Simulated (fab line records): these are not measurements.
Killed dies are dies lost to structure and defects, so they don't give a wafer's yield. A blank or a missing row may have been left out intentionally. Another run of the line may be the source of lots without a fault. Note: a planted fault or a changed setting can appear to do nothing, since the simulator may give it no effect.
The tool behind it: which one? / flow sky130 / 36 wafers from 12 lots sampled at 4 of the route's 708 steps

== WHAT THE GAUGES READ, wafer by wafer ==
SKY_LDD_LDN_OVL_MEAS_07.
lot=L159; measured=day 22 15:20; on=overlay-02; LDD_LDN_OVL (nm)=1.0 -1.1 1.8
lot=L160; measured=day 23 07:25; on=overlay-01; LDD_LDN_OVL (nm)=1.4 0.8 -0.6
lot=L161; measured=day 23 12:41; on=overlay-01; LDD_LDN_OVL (nm)=2.6 3.1 3.2
lot=L162; measured=day 23 21:22; on=overlay-01; LDD_LDN_OVL (nm)=2.4 -0.2 0.1
lot=L172; measured=day 29 04:31; on=overlay-02; LDD_LDN_OVL (nm)=-0.4 -0.9 -0.6
lot=L173; measured=day 29 02:45; on=overlay-02; LDD_LDN_OVL (nm)=1.4 1.4 4.2
lot=L174; measured=day 29 05:44; on=overlay-01; LDD_LDN_OVL (nm)=-1.3 -0.3 0.9
lot=L175; measured=day 29 05:43; on=overlay-02; LDD_LDN_OVL (nm)=0.4 -0.1 0.9
lot=L178; measured=day 29 10:59; on=overlay-01; LDD_LDN_OVL (nm)=1.2 1.2 0.3
lot=L179; measured=day 30 01:18; on=overlay-01; LDD_LDN_OVL (nm)=0.6 0.6 -0.2
lot=L181; measured=day 31 07:29; on=overlay-01; LDD_LDN_OVL (nm)=-0.5 -0.2 -1.1
lot=L182; measured=day 31 08:53; on=overlay-02; LDD_LDN_OVL (nm)=2.4 1.6 0.1

== WHICH TOOL RAN EACH LOT (tool, then ch and the chambers of the sampled wafers, then the start) ==
lot=L159; SKY_FIELD_ISO_ETCH_14=rie-diel-01 ch 0,1,2, day 2 05:30; SKY_NWELL_DEHYDRATE_03=litho-track-02 ch 0, day 4 04:02; SKY_VT_ADJUST_LVTN_STRIP_09=plasma-asher-02 ch 0,1, day 6 21:04
lot=L160; SKY_FIELD_ISO_ETCH_14=rie-diel-04 ch 0,1,2, day 2 10:54; SKY_NWELL_DEHYDRATE_03=litho-track-02 ch 0, day 4 12:23; SKY_VT_ADJUST_LVTN_STRIP_09=plasma-asher-01 ch 0,1, day 7 05:17
lot=L161; SKY_FIELD_ISO_ETCH_14=rie-diel-02 ch 0,2,3, day 2 14:51; SKY_NWELL_DEHYDRATE_03=litho-track-01 ch 0, day 4 14:20; SKY_VT_ADJUST_LVTN_STRIP_09=plasma-asher-04 ch 0,1, day 7 08:58
lot=L162; SKY_FIELD_ISO_ETCH_14=rie-diel-04 ch 1,2,3, day 2 20:51; SKY_NWELL_DEHYDRATE_03=litho-track-03 ch 0, day 4 22:31; SKY_VT_ADJUST_LVTN_STRIP_09=plasma-asher-04 ch 0,1, day 7 18:01
lot=L172; SKY_FIELD_ISO_ETCH_14=rie-diel-04 ch 0,1,3, day 5 01:54; SKY_NWELL_DEHYDRATE_03=litho-track-02 ch 0, day 7 08:17; SKY_VT_ADJUST_LVTN_STRIP_09=plasma-asher-02 ch 0,1, day 10 12:08
lot=L173; SKY_FIELD_ISO_ETCH_14=rie-diel-01 ch 2,3, day 5 04:48; SKY_NWELL_DEHYDRATE_03=litho-track-02 ch 0, day 7 11:18; SKY_VT_ADJUST_LVTN_STRIP_09=plasma-asher-02 ch 0,1, day 10 14:37
lot=L174; SKY_FIELD_ISO_ETCH_14=rie-diel-01 ch 2,3, day 5 10:34; SKY_NWELL_DEHYDRATE_03=litho-track-02 ch 0, day 7 17:20; SKY_VT_ADJUST_LVTN_STRIP_09=plasma-asher-04 ch 0,1, day 10 22:50
lot=L175; SKY_FIELD_ISO_ETCH_14=rie-diel-02 ch 0,1,3, day 5 15:21; SKY_NWELL_DEHYDRATE_03=litho-track-03 ch 0, day 8 02:04; SKY_VT_ADJUST_LVTN_STRIP_09=plasma-asher-02 ch 0,1, day 11 07:49
lot=L178; SKY_FIELD_ISO_ETCH_14=rie-diel-02 ch 0,1,2, day 6 08:24; SKY_NWELL_DEHYDRATE_03=litho-track-01 ch 0, day 8 19:34; SKY_VT_ADJUST_LVTN_STRIP_09=plasma-asher-01 ch 0,1, day 12 05:23
lot=L179; SKY_FIELD_ISO_ETCH_14=rie-diel-02 ch 1,3, day 6 12:39; SKY_NWELL_DEHYDRATE_03=litho-track-03 ch 0, day 9 00:35; SKY_VT_ADJUST_LVTN_STRIP_09=plasma-asher-02 ch 0,1, day 12 10:05
lot=L181; SKY_FIELD_ISO_ETCH_14=rie-diel-04 ch 0,2, day 7 02:33; SKY_NWELL_DEHYDRATE_03=litho-track-01 ch 0, day 9 11:05; SKY_VT_ADJUST_LVTN_STRIP_09=plasma-asher-01 ch 1, day 12 23:37
lot=L182; SKY_FIELD_ISO_ETCH_14=rie-diel-04 ch 0,1,3, day 7 05:22; SKY_NWELL_DEHYDRATE_03=litho-track-03 ch 0, day 9 14:29; SKY_VT_ADJUST_LVTN_STRIP_09=plasma-asher-04 ch 0,1, day 13 02:31
- SKY_FIELD_ISO_ETCH_14: etches BARC in N2/H2, stops on SiO2, time 45.9 s, target depth 60 nm.
- SKY_NWELL_DEHYDRATE_03: time 60 s.
- SKY_VT_ADJUST_LVTN_STRIP_09: strips in O2/N2.

== AS READ BY THE TOOLS THEMSELVES (means over the sampled wafers that have a number; for cases with no such wafer, the mark the record gives instead) ==
SKY_FIELD_ISO_ETCH_14.
lot=L159; tool=rie-diel-01; drypump-motor-current-A (A)=6.1; oes-product-au (a.u.)=0.851; throttle-valve-pct (%)=13.223
lot=L160; tool=rie-diel-04; drypump-motor-current-A (A)=6.0; oes-product-au (a.u.)=0.851; throttle-valve-pct (%)=13.236
lot=L161; tool=rie-diel-02; drypump-motor-current-A (A)=5.4; oes-product-au (a.u.)=0.854; throttle-valve-pct (%)=13.223
lot=L162; tool=rie-diel-04; drypump-motor-current-A (A)=6.1; oes-product-au (a.u.)=0.851; throttle-valve-pct (%)=13.231
lot=L172; tool=rie-diel-04; drypump-motor-current-A (A)=5.8; oes-product-au (a.u.)=0.855; throttle-valve-pct (%)=13.226
lot=L173; tool=rie-diel-01; drypump-motor-current-A (A)=6.1; oes-product-au (a.u.)=0.851; throttle-valve-pct (%)=13.224
lot=L174; tool=rie-diel-01; drypump-motor-current-A (A)=6.2; oes-product-au (a.u.)=0.862; throttle-valve-pct (%)=13.223
lot=L175; tool=rie-diel-02; drypump-motor-current-A (A)=5.3; oes-product-au (a.u.)=0.856; throttle-valve-pct (%)=13.211
lot=L178; tool=rie-diel-02; drypump-motor-current-A (A)=5.3; oes-product-au (a.u.)=0.850; throttle-valve-pct (%)=13.226
lot=L179; tool=rie-diel-02; drypump-motor-current-A (A)=5.0; oes-product-au (a.u.)=0.850; throttle-valve-pct (%)=13.221
lot=L181; tool=rie-diel-04; drypump-motor-current-A (A)=6.2; oes-product-au (a.u.)=0.856; throttle-valve-pct (%)=13.222
lot=L182; tool=rie-diel-04; drypump-motor-current-A (A)=5.8; oes-product-au (a.u.)=0.856; throttle-valve-pct (%)=13.216

SKY_NWELL_DEHYDRATE_03.
lot=L159; tool=litho-track-02; exhaust-pa (Pa)=45.4; heater-power-total-W (W)=160.35; run-length-s (s)=89.08
lot=L160; tool=litho-track-02; exhaust-pa (Pa)=45.5; heater-power-total-W (W)=160.48; run-length-s (s)=89.06
lot=L161; tool=litho-track-01; exhaust-pa (Pa)=45.2; heater-power-total-W (W)=160.39; run-length-s (s)=89.24
lot=L162; tool=litho-track-03; exhaust-pa (Pa)=46.2; heater-power-total-W (W)=160.27; run-length-s (s)=89.26
lot=L172; tool=litho-track-02; exhaust-pa (Pa)=45.3; heater-power-total-W (W)=163.83; run-length-s (s)=85.43
lot=L173; tool=litho-track-02; exhaust-pa (Pa)=43.9; heater-power-total-W (W)=163.85; run-length-s (s)=85.50
lot=L174; tool=litho-track-02; exhaust-pa (Pa)=45.3; heater-power-total-W (W)=163.69; run-length-s (s)=85.49
lot=L175; tool=litho-track-03; exhaust-pa (Pa)=44.7; heater-power-total-W (W)=160.43; run-length-s (s)=89.28
lot=L178; tool=litho-track-01; exhaust-pa (Pa)=45.9; heater-power-total-W (W)=160.28; run-length-s (s)=89.22
lot=L179; tool=litho-track-03; exhaust-pa (Pa)=45.3; heater-power-total-W (W)=160.32; run-length-s (s)=89.45
lot=L181; tool=litho-track-01; exhaust-pa (Pa)=45.3; heater-power-total-W (W)=160.46; run-length-s (s)=89.15
lot=L182; tool=litho-track-03; exhaust-pa (Pa)=45.7; heater-power-total-W (W)=160.32; run-length-s (s)=89.38

SKY_VT_ADJUST_LVTN_STRIP_09.
lot=L159; tool=plasma-asher-02; drypump-motor-current-A (A)=5.8; oes-product-au (a.u.)=0.723; strip-time-to-endpoint-s (s)=37.12
lot=L160; tool=plasma-asher-01; drypump-motor-current-A (A)=5.6; oes-product-au (a.u.)=0.718; strip-time-to-endpoint-s (s)=36.85
lot=L161; tool=plasma-asher-04; drypump-motor-current-A (A)=6.2; oes-product-au (a.u.)=0.721; strip-time-to-endpoint-s (s)=36.92
lot=L162; tool=plasma-asher-04; drypump-motor-current-A (A)=6.2; oes-product-au (a.u.)=0.717; strip-time-to-endpoint-s (s)=36.87
lot=L172; tool=plasma-asher-02; drypump-motor-current-A (A)=5.8; oes-product-au (a.u.)=0.722; strip-time-to-endpoint-s (s)=37.00
lot=L173; tool=plasma-asher-02; drypump-motor-current-A (A)=5.8; oes-product-au (a.u.)=0.724; strip-time-to-endpoint-s (s)=36.90
lot=L174; tool=plasma-asher-04; drypump-motor-current-A (A)=6.2; oes-product-au (a.u.)=0.722; strip-time-to-endpoint-s (s)=37.05
lot=L175; tool=plasma-asher-02; drypump-motor-current-A (A)=5.4; oes-product-au (a.u.)=0.724; strip-time-to-endpoint-s (s)=36.98
lot=L178; tool=plasma-asher-01; drypump-motor-current-A (A)=5.6; oes-product-au (a.u.)=0.724; strip-time-to-endpoint-s (s)=36.89
lot=L179; tool=plasma-asher-02; drypump-motor-current-A (A)=5.8; oes-product-au (a.u.)=0.718; strip-time-to-endpoint-s (s)=37.03
lot=L181; tool=plasma-asher-01; drypump-motor-current-A (A)=5.9; oes-product-au (a.u.)=0.721; strip-time-to-endpoint-s (s)=36.87
lot=L182; tool=plasma-asher-04; drypump-motor-current-A (A)=6.2; oes-product-au (a.u.)=0.722; strip-time-to-endpoint-s (s)=36.93

== THE ANSWER, worked out from the rows above alone ==
Rule: the lots themselves supply what counts as usual. The widest of any qualifying gaps counts: lots, ordered by their means at a reading, are off when they make up no more than a third of the lots, leave a main group of 4 or more, and stand apart from it by 3 or more times the standard deviation of that group's means. If all means in a main group match to the digits the tables above print for the reading, that group is not used. Also off: a lot with no number at a reading for which 4 or more lots have one. Where the step has rows for the other lots, those lots are counted as sound. The gauges are gone through in route order, then the tools' own readings, and for those a lot's mean is taken as printed above. The first step at which some lot is off is used, and at that step the reading that is off furthest; a lot without a number counts as furthest.
Off at SKY_NWELL_DEHYDRATE_03 (heater-power-total-W): L172, L173, L174. For the main group the mean is 160.37 W and the standard deviation 0.073.
A tool fits if, at that step or a process step before it, it ran every lot that is off, and no sound lot after the first of them. One fits: litho-track-02 at SKY_NWELL_DEHYDRATE_03. A fault onset in the window from L160 (day 4 12:23, its last sound lot) to L172 (day 7 08:17, its first lot off) fits.
The tool's own readings at SKY_NWELL_DEHYDRATE_03 bear it out: on the lots that are off they differ by more than 5 times the standard deviation of the sound lots' means. heater-power-total-W reads 163.79 W there against 160.37 W on the sound lots; run-length-s reads 85.47 s there against 89.24 s on the sound lots.

== WHAT THE SIMULATOR PUT IN ==
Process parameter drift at SKY_NWELL_DEHYDRATE_03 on litho-track-02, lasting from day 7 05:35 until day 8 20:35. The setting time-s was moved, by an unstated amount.
Lots struck among those shown: L173, L172, L174. This agrees with what the rule above found.
